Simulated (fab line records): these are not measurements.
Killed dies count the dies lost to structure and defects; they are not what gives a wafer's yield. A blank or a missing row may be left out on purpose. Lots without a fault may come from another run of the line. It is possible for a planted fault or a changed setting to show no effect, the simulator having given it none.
Which tool is to blame? | flow sky130 | 12 lots, 36 wafers sampled, at 5 steps of a route of 708

== WHAT THE GAUGES READ, wafer by wafer ==
SKY_VT_ADJUST_LVTN_TW_MEAS_21.
lot  | measured     | on            | VT_ADJUST_LVTN_2_TW
L989 | day 7 18:39  | film metro-02 | 189.9 189.5 189.8
L990 | day 7 22:58  | film metro-03 | 188.7 189.0 188.2
L994 | day 9 07:01  | film metro-03 | 188.2 188.1 189.2
L995 | day 9 11:34  | film metro-04 | 192.7 192.3 192.3
L102 | day 11 08:13 | film metro-04 | 192.7 192.5 193.0
L103 | day 11 13:09 | film metro-03 | 188.0 187.4 187.8
L106 | day 12 07:50 | film metro-02 | 190.4 190.3 190.6
L107 | day 12 11:38 | film metro-02 | 189.9 191.3 190.6
L109 | day 13 04:16 | film metro-04 | 194.1 192.9 192.0
L110 | day 13 11:01 | film metro-04 | 193.3 192.8 193.5
L111 | day 13 12:27 | film metro-02 | 191.4 191.4 189.2
L112 | day 13 23:35 | film metro-03 | 188.8 189.0 188.7

SKY_SONOS_ONO_CD_MEAS_13: the cd target is 410 nm.
lot  | measured     | on        | cd nm (nm)
L989 | day 12 14:20 | cd sem-02 | 411.7 409.8 411.0
L990 | day 12 16:06 | cd sem-02 | 407.6 409.9 409.1
L994 | day 14 06:09 | cd sem-01 | 409.5 411.3 412.0
L995 | day 14 12:00 | cd sem-02 | 412.1 409.6 410.3
L102 | day 16 17:17 | cd sem-01 | 410.5 411.8 413.4
L103 | day 17 07:34 | cd sem-01 | 410.5 407.5 410.0
L106 | day 18 03:52 | cd sem-01 | 407.1 408.7 407.9
L107 | day 18 11:12 | cd sem-02 | 409.2 408.9 409.8
L109 | day 19 03:30 | cd sem-02 | 410.1 410.0 409.4
L110 | day 19 14:23 | cd sem-02 | 411.9 410.2 410.4
L111 | day 20 03:02 | cd sem-02 | 413.4 413.1 413.5
L112 | day 20 09:12 | cd sem-02 | 412.1 412.7 413.0

SKY_LDD_P_CD_MEAS_07: the cd target is 380 nm.
lot  | measured     | on        | cd nm (nm)
L989 | day 18 22:23 | cd sem-01 | 378.1 376.7 375.2
L990 | day 19 01:06 | cd sem-02 | 382.7 380.6 383.0
L994 | day 20 23:09 | cd sem-02 | - - -
L995 | day 21 09:00 | cd sem-02 | 378.3 378.7 379.1
L102 | day 23 19:56 | cd sem-01 | 377.8 377.5 378.4
L103 | day 24 05:59 | cd sem-01 | 381.7 380.2 380.0
L106 | day 25 08:31 | cd sem-02 | 379.1 377.0 377.8
L107 | day 25 07:38 | cd sem-01 | 375.8 378.6 377.9
L109 | day 25 21:41 | cd sem-02 | 381.2 381.0 381.7
L110 | day 26 07:59 | cd sem-02 | 377.8 380.2 380.1
L111 | day 26 19:02 | cd sem-01 | 379.2 379.3 379.3
L112 | day 26 23:06 | cd sem-02 | 376.4 378.8 377.9

SKY_LDD_P_TW_MEAS_11.
lot  | measured     | on            | LDD_P_TW
L989 | day 18 22:47 | film metro-02 | 639 644 646
L990 | day 19 01:30 | film metro-03 | 637 636 636
L994 | day 20 23:32 | film metro-02 | 30 30 30
L995 | day 21 09:23 | film metro-02 | 644 645 644
L102 | day 23 20:20 | film metro-01 | 639 640 641
L103 | day 24 06:23 | film metro-01 | 648 647 642
L106 | day 25 08:54 | film metro-01 | 640 638 643
L107 | day 25 08:02 | film metro-02 | 641 643 641
L109 | day 25 22:06 | film metro-03 | 629 633 629
L110 | day 26 08:23 | film metro-03 | 639 636 638
L111 | day 26 19:26 | film metro-01 | 644 644 647
L112 | day 26 23:29 | film metro-03 | 637 639 636

== TOOL THAT RAN EACH LOT (tool first, then ch and the chambers of the sampled wafers, then the start) ==
lot  | SKY_LDD_P_EXPOSE_04
L989 | iline stepper-02 ch 0, day 18 08:41
L990 | iline stepper-02 ch 0, day 18 10:32
L994 | iline stepper-01 ch 0, day 20 07:58
L995 | iline stepper-01 ch 0, day 20 17:50
L102 | iline stepper-01 ch 0, day 23 05:03
L103 | iline stepper-01 ch 0, day 23 15:29
L106 | iline stepper-01 ch 0, day 24 18:13
L107 | iline stepper-02 ch 0, day 24 17:18
L109 | iline stepper-02 ch 0, day 25 07:24
L110 | iline stepper-01 ch 0, day 25 17:25
L111 | iline stepper-01 ch 0, day 26 05:50
L112 | iline stepper-02 ch 0, day 26 09:58
- SKY_LDD_P_EXPOSE_04: exposes mask PSDM, target cd 380 nm.

== WHAT THE TOOLS THEMSELVES READ (means of the sampled wafers that have a number; where no wafer has one, the mark that the record gives instead) ==
The record holds no such reading with a usual standard deviation.

== THE ANSWER, worked out from the rows above alone ==
Rule: the usual values come from the lots themselves. Put in order of their means at a reading, lots are off if they are a third of the lots or fewer, leave a main group of 4 or more, and stand apart from it by a gap of 3 or more times the standard deviation of the main group's means; of several such gaps the widest counts. The tables above print the reading to a certain number of digits; a main group whose means all agree to those digits is not used. Also off: a lot with no number at a reading for which 4 or more lots have one. All remaining lots with rows at the step are treated as sound. First the gauges in route order, then the tools' own readings, where a lot's mean is used as printed above. The first step at which some lot is off is used, and at that step the reading that is off furthest; a lot without a number counts as furthest.
Off at SKY_LDD_P_CD_MEAS_07 (cd nm): L994. Without a number there: L994. Main group: mean 379.0 nm, sd 1.6.
If a tool, at a process step before that reading, ran all the lots that are off and no sound lot after the first of them, it fits. The gauges at SKY_LDD_P_CD_MEAS_07 aren't tried: what is off there is off at SKY_LDD_P_TW_MEAS_11 too, on other tools, and a gauge's error can't cause that. No candidate that was tried fits.

== WHAT THE SIMULATOR PUT IN ==
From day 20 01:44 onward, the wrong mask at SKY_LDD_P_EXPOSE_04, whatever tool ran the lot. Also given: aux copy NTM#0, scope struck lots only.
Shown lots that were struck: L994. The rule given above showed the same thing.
